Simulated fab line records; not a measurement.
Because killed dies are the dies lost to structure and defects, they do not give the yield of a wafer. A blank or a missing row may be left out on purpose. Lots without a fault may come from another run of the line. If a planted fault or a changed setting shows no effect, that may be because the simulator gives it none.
Matching of chambers || flow sky130 || rie diel-04 running SKY_PAD_OPEN_ETCH_07: 4 sister chambers
The step etches the open film in CF4/O2, stops on AlCu, target depth 725 nm, time 161.1 s. 4 wafers are shown with their chamber, then 10 later ones without.

## WAFERS PAIRED WITH THEIR CHAMBERS
{"wafer": "L080.6", "chamber": 0, "drypump motor current A (A)": 5.5}
{"wafer": "L083.2", "chamber": 2, "drypump motor current A (A)": 4.7}
{"wafer": "L084.1", "chamber": 1, "drypump motor current A (A)": 4.9}
{"wafer": "L084.4", "chamber": 3, "drypump motor current A (A)": 5.8}

## WAFERS WITHOUT THEIR CHAMBER
{"wafer": "L084.6", "drypump motor current A (A)": 5.6}
{"wafer": "L087.1", "drypump motor current A (A)": 4.9}
{"wafer": "L087.2", "drypump motor current A (A)": 4.7}
{"wafer": "L087.4", "drypump motor current A (A)": 5.8}
{"wafer": "L089.1", "drypump motor current A (A)": 5.8}
{"wafer": "L089.4", "drypump motor current A (A)": 4.9}
{"wafer": "L089.6", "drypump motor current A (A)": 4.9}
{"wafer": "L096.1", "drypump motor current A (A)": 5.7}
{"wafer": "L096.3", "drypump motor current A (A)": 4.8}
{"wafer": "L096.4", "drypump motor current A (A)": 5.5}

## EACH ONE'S CHAMBER
{"wafer": "L084.6", "from the rows above": "can't be placed: 0 or 3", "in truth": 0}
{"wafer": "L087.1", "from the rows above": 1, "in truth": 1}
{"wafer": "L087.2", "from the rows above": 2, "in truth": 2}
{"wafer": "L087.4", "from the rows above": 3, "in truth": 3}
{"wafer": "L089.1", "from the rows above": 3, "in truth": 3}
{"wafer": "L089.4", "from the rows above": 1, "in truth": 1}
{"wafer": "L089.6", "from the rows above": 1, "in truth": 1}
{"wafer": "L096.1", "from the rows above": "can't be placed: 3 or 0", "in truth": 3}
{"wafer": "L096.3", "from the rows above": "can't be placed: 2 or 1", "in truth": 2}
{"wafer": "L096.4", "from the rows above": 0, "in truth": 0}
Correctly placed: 7 of 10. From these rows, 3 cannot be placed; in 3 the true chamber is one of the candidates. 0 placed wrongly.
How it was worked out, from the rows above alone: a wafer's distance from a chamber is the root of the sum, over the readings, of the square of ((its reading less the chamber's mean) divided by the reading's scatter). The wafer belongs to the nearest chamber; if the next one is less than 2 further off, it can't be placed. The mean given for a chamber averages the wafers shown for that chamber. The scatter (one wafer shown for each chamber): square how far every hidden wafer sits from the nearest shown wafer, average those squares and take the square root.
